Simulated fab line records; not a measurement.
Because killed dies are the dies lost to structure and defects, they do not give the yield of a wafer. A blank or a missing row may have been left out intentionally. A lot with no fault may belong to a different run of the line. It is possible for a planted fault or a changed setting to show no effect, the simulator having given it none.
Comparing a struck lot with a sound one ; flow sfq-line ; 42 out of 325 route steps
Sound: the wafers L754.1, L754.2, L754.6. Struck: wafers L743.4, L743.6. (L743.5 of the same lot was not struck and is left out.) The cause comes at the end.
For every step that has rows: the tool of each side, followed by ch and its chambers, followed by its first start. Under that, the readings that differ: sound wafers ; struck wafers ; difference of the means ; sigmas: that difference in standard deviations of wafers without a fault.
alike: words and numbers the same on both sides, and readings whose means are apart by under 2 such deviations; not compared: readings that were withheld, readings missing a value for some wafer, numbers with overlapping values and no deviation given by the record, and bounds like >300 which may hide the same value.
The two part at a step that has a row with sigmas, a row that says differs or no value, or rows on one side only. Numbers that don't overlap but have no deviation are shown without sigmas and don't part them. A reading missing from all wafers of one side parts the sides only when that side holds two or more wafers.

first, 6 steps without rows for these wafers: SFQ_TRILAYER_M6_LITHO_COAT_164 (resist thk 62 nm); SFQ_TRILAYER_M6_LITHO_COAT_159 (resist thk 600 nm); SFQ_TRILAYER_M6_LITHO_SOFTBAKE_163; SFQ_TRILAYER_M6_LITHO_EXPOSE_160 (exposes mask M6, target cd 500 nm); SFQ_TRILAYER_M6_LITHO_PEB_162 (peb time 60 s); SFQ_TRILAYER_M6_LITHO_DEVELOP_161 (time 60 s).
SFQ_M6_OVL_MEAS_940:
  sound on overlay-01 at day 79 19:10; struck on overlay-02 at day 75 20:21
  alike: M6_OVL
then, 1 step without rows for these wafers: SFQ_TRILAYER_M6_BARC_OPEN_METAL_ETCH_206 (etches BARC in O2, target depth 125 nm, time 41.7 s).
SFQ_TRILAYER_M6_ETCH_METAL_ETCH_162: etches Nb in Cl2/Ar, stops on SiO2, target depth 240 nm, time 120 s.
  sound on rie-metal-03 ch 0,1, day 79 19:16; struck on rie-metal-03 ch 0,1, day 75 20:28
  alike: drypump-motor-current-A, oes-product-au
  not compared: rf-hours-counter-h
then, 2 steps without rows for these wafers: SFQ_TRILAYER_M6_STRIP_STRIP_163 (strips in O2); SFQ_TRILAYER_M6_STRIP_SOLV_CLEAN_164 (cleans in NMP, time 600 s).
SFQ_TRILAYER_I6_DEP_PECVD_165: deposits SiO2 from SiH4/N2O, time 111.11 s, target thk 500 nm.
  sound on pecvd-02 ch 1,2, day 79 20:10; struck on pecvd-02 ch 0,2, day 75 21:22
  alike: heater-power-w, throttle-valve-pct
SFQ_TRILAYER_I6_CMP_CMP_166: polishes SiO2.
  sound on cmp-02 ch 0,2,3, day 79 20:44; struck on cmp-02 ch 1,2, day 75 21:54
reading;sound;struck;difference;sigmas
time-to-endpoint-s (s);208 210 220;281 280;+68;+11
model.SiO2_of_TRILAYER_I6_DEP_PECVD_165.thk-nm (nm);197.9 198.2 198.4;305.5 304.9;+107.0;
  alike: motor-current-A
SFQ_I6_BOW_MEAS_941:
  sound on film-metro-01 at day 79 23:14; struck on film-metro-02 at day 76 00:28
  alike: I6_BOW
SFQ_TRILAYER_I6_METRO_MEASURE_167:
  sound on film-metro-01 at day 79 23:22; struck on film-metro-02 at day 76 01:07
reading;sound;struck;difference;sigmas
thk-nm (nm);197.9 198.1 198.3;305.4 305.0;+107.1;+99 or more
then, 6 steps without rows for these wafers: SFQ_TRILAYER_I6_VIA_LITHO_COAT_174 (resist thk 62 nm); SFQ_TRILAYER_I6_VIA_LITHO_COAT_169 (resist thk 650 nm); SFQ_TRILAYER_I6_VIA_LITHO_SOFTBAKE_173; SFQ_TRILAYER_I6_VIA_LITHO_EXPOSE_170 (exposes mask I6, target cd 700 nm); SFQ_TRILAYER_I6_VIA_LITHO_PEB_172 (peb time 60 s); SFQ_TRILAYER_I6_VIA_LITHO_DEVELOP_171 (time 60 s).
-- the record jumps here: 4 days lie between the struck wafers' starts before and after --
SFQ_I6_OVL_MEAS_942:
  sound on overlay-01 at day 83 16:04; struck on overlay-02 at day 80 08:53
  alike: I6_OVL
SFQ_TRILAYER_I6_VIA_BARC_OPEN_VIA_ETCH_235: etches BARC in O2, target depth 125 nm, time 41.7 s.
  sound on rie-diel-03 ch 0,2,3, day 83 16:06; struck on rie-diel-01 ch 0,1, day 80 08:54
  alike: drypump-motor-current-A, oes-product-au
  not compared: rf-hours-counter-h
SFQ_TRILAYER_I6_VIA_ETCH_VIA_ETCH_172: etches SiO2 in CHF3, stops on Nb, target depth 260 nm.
  sound on rie-diel-03 ch 0,2,3, day 83 16:08; struck on rie-diel-01 ch 0,1, day 80 08:56
reading;sound;struck;difference;sigmas
oes-product-au (a.u.);0.853 0.848 0.848;0.992 0.999;+0.146;+26
model.etch.depth-nm (nm);197.9 198.2 198.4;260.1 261.4;+62.6;
model.I6.feature-depth-nm (nm);197.9 198.2 198.4;260.1 261.4;+62.6;
  alike: drypump-motor-current-A
SFQ_TRILAYER_I6_VIA_STRIP_STRIP_173: strips in O2.
  sound on rie-metal-03 ch 0,1, day 83 16:15; struck on rie-metal-01 ch 1, day 80 09:15
  alike: drypump-motor-current-A, oes-product-au
  not compared: rf-hours-counter-h
then, 1 step without rows for these wafers: SFQ_TRILAYER_I6_VIA_STRIP_SOLV_CLEAN_174 (cleans in NMP, time 600 s).
SFQ_TRILAYER_M7_DEP_PRE_CLEAN_176: time 22.5 s.
  sound on pvd-sputter-05 at day 83 17:02; struck on pvd-sputter-05 at day 80 09:49
reading;sound;struck;difference;sigmas
model.SiO2_of_TRILAYER_I6_DEP_PECVD_165.thk-nm (nm);190.4 190.7 190.9;298 297.4;+107;
  alike: bias-v
SFQ_TRILAYER_M7_DEP_SPUTTER_175: material Nb, target thk 200 nm, time 133.3 s.
  sound on pvd-sputter-05 at day 83 17:04; struck on pvd-sputter-05 at day 80 09:51
  alike: throttle-valve-pct
SFQ_M7_RS_MEAS_943: measures by four-point-probe.
  sound on film-metro-03 at day 83 17:10; struck on film-metro-04 at day 80 10:00
  alike: M7_NB_RS
then, 6 steps without rows for these wafers: SFQ_TRILAYER_M7_LITHO_COAT_182 (resist thk 62 nm); SFQ_TRILAYER_M7_LITHO_COAT_177 (resist thk 600 nm); SFQ_TRILAYER_M7_LITHO_SOFTBAKE_181; SFQ_TRILAYER_M7_LITHO_EXPOSE_178 (exposes mask M7, target cd 500 nm); SFQ_TRILAYER_M7_LITHO_PEB_180 (peb time 60 s); SFQ_TRILAYER_M7_LITHO_DEVELOP_179 (time 60 s).
SFQ_M7_OVL_MEAS_945:
  sound on overlay-02 at day 83 21:37; struck on overlay-01 at day 80 17:59
  alike: M7_OVL
then, 5 steps without rows for these wafers: SFQ_TRILAYER_M7_BARC_OPEN_METAL_ETCH_229 (etches BARC in O2, target depth 125 nm, time 41.7 s); SFQ_TRILAYER_M7_ETCH_METAL_ETCH_180 (etches Nb in Cl2/Ar, stops on SiO2, target depth 240 nm, time 120 s); SFQ_TRILAYER_M7_STRIP_STRIP_181 (strips in O2); SFQ_TRILAYER_M7_STRIP_SOLV_CLEAN_182 (cleans in NMP, time 600 s); SFQ_TRILAYER_I7_DEP_PECVD_183 (deposits SiO2 from SiH4/N2O, time 111.11 s, target thk 500 nm).
-- the record jumps here: 8 days lie between the struck wafers' starts before and after --
SFQ_M8_BOW_MEAS_951:
  sound on film-metro-04 at day 91 12:43; struck on film-metro-04 at day 88 20:16
reading;sound;struck;difference;sigmas
model.etest.i6.link-ohm;1.863 1.87 1.866;1e+06 1e+06;+1e+06;
  alike: M8_BOW

WHERE THEY PART
Last at SFQ_TRILAYER_I6_VIA_ETCH_VIA_ETCH_172 as far as this record goes, first at SFQ_TRILAYER_I6_CMP_CMP_166. Later steps at which nothing parts them and some readings are alike: SFQ_TRILAYER_I6_VIA_STRIP_STRIP_173, SFQ_TRILAYER_M7_DEP_PRE_CLEAN_176, SFQ_TRILAYER_M7_DEP_SPUTTER_175, SFQ_M7_RS_MEAS_943, SFQ_M7_OVL_MEAS_945, SFQ_M8_BOW_MEAS_951.

WHY: what had been put in by the simulator
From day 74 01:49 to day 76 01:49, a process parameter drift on cmp-02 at SFQ_TRILAYER_I6_CMP_CMP_166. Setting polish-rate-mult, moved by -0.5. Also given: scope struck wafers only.
